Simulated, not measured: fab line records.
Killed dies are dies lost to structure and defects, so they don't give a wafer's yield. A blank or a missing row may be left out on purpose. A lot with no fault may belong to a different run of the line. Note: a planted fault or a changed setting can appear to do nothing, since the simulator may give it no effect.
Comparing a struck lot with a sound one ; flow gf180mcu ; 15 steps out of a route of 602
Sound: wafers L244.1, L244.4, L244.5. Struck: wafers L241.2, L241.3, L241.5. The cause comes at the end.
For every step that has rows: the tool of each side, followed by ch and its chambers, followed by its first start. Under that, the readings that differ: sound wafers ; struck wafers ; difference of the means ; sigmas: that difference in standard deviations of wafers without a fault.
alike: same words and numbers on both sides, and readings whose means sit less than 2 such deviations apart. not compared: any withheld reading, any reading some wafer has no value for, any bound like >300 that may hide the same value, and any number with overlapping values for which the record gives no deviation.
The two part at a step that has a row with sigmas, a row that says differs or no value, or rows on one side only. When numbers do not overlap yet have no deviation, they are printed without sigmas and do not part them. A reading missing from all wafers of one side parts the sides only when that side holds two or more wafers.

first, 8 steps without rows for these wafers: GF_V4_DEHYDRATE_06 (time 60 s); GF_V4_HMDS_07 (prime time 60 s); GF_V4_COAT_08; GF_V4_COAT_09 (resist thk 1000 nm); GF_V4_SOFTBAKE_10 (time 60 s); GF_V4_EXPOSE_11 (exposes mask Via4, target cd 260 nm); GF_V4_PEB_12 (peb time 90 s); GF_V4_DEVELOP_13 (develop time 60 s).
GF_V4_CD_MEAS_14: target cd 260 nm.
  sound on cdSem-01 at day 29 13:37; struck on cdSem-02 at day 28 11:23
  alike: cdNm
GF_V4_OVL_MEAS_15:
  sound on overlay-02 at day 29 13:44; struck on overlay-01 at day 28 11:29
  alike: V4_OVL
GF_V4_ETCH_16: etches BARC in N2/H2.
  sound on rieDiel-02 ch 1,3, day 29 13:46; struck on rieDiel-02 ch 1,3, day 28 11:31
  alike: drypumpMotorCurrentA, h2FlowSccm, oesProductAu, throttleValvePct
GF_V4_ETCH_17: etches SiO2 in C4F8/O2/Ar, stops on TiN, target depth 630 nm.
  sound: rieDiel-02 ch 1,3; struck: rieDiel-02 ch 1,3
  alike: oesProductAu
GF_V4_STRIP_18: strips in O2/N2.
  sound on plasmaAsher-02 ch 0,1, day 29 13:53; struck on plasmaAsher-03 ch 0,1, day 28 11:38
  no value came back on the struck wafers for any of 5 readings (chamberPressureMTorr (mTorr), drypumpMotorCurrentA (A) and others); on the sound wafers chamberPressureMTorr (mTorr) reads 1496.6 1502.3 1500.1
  not compared: rfHoursCounterH
then, 1 step without rows for these wafers: GF_V4_STRIP_19 (strips in post etch residue remover, time 1200 s).
-- the record jumps here: 4 days lie between the struck wafers' starts before and after (it left off in module V4 and takes up again in module PASSIVATION, whose first step shown is number 602 of the route) --
GF_PASSIVATION_PROBE_99:
  the record has rows for the struck wafers here (prober-02, day 32 15:15) and none for the sound ones

## WHERE THEY PART
At GF_V4_STRIP_18 first; at GF_PASSIVATION_PROBE_99 last (within this record only).

WHY: what had been put in by the simulator
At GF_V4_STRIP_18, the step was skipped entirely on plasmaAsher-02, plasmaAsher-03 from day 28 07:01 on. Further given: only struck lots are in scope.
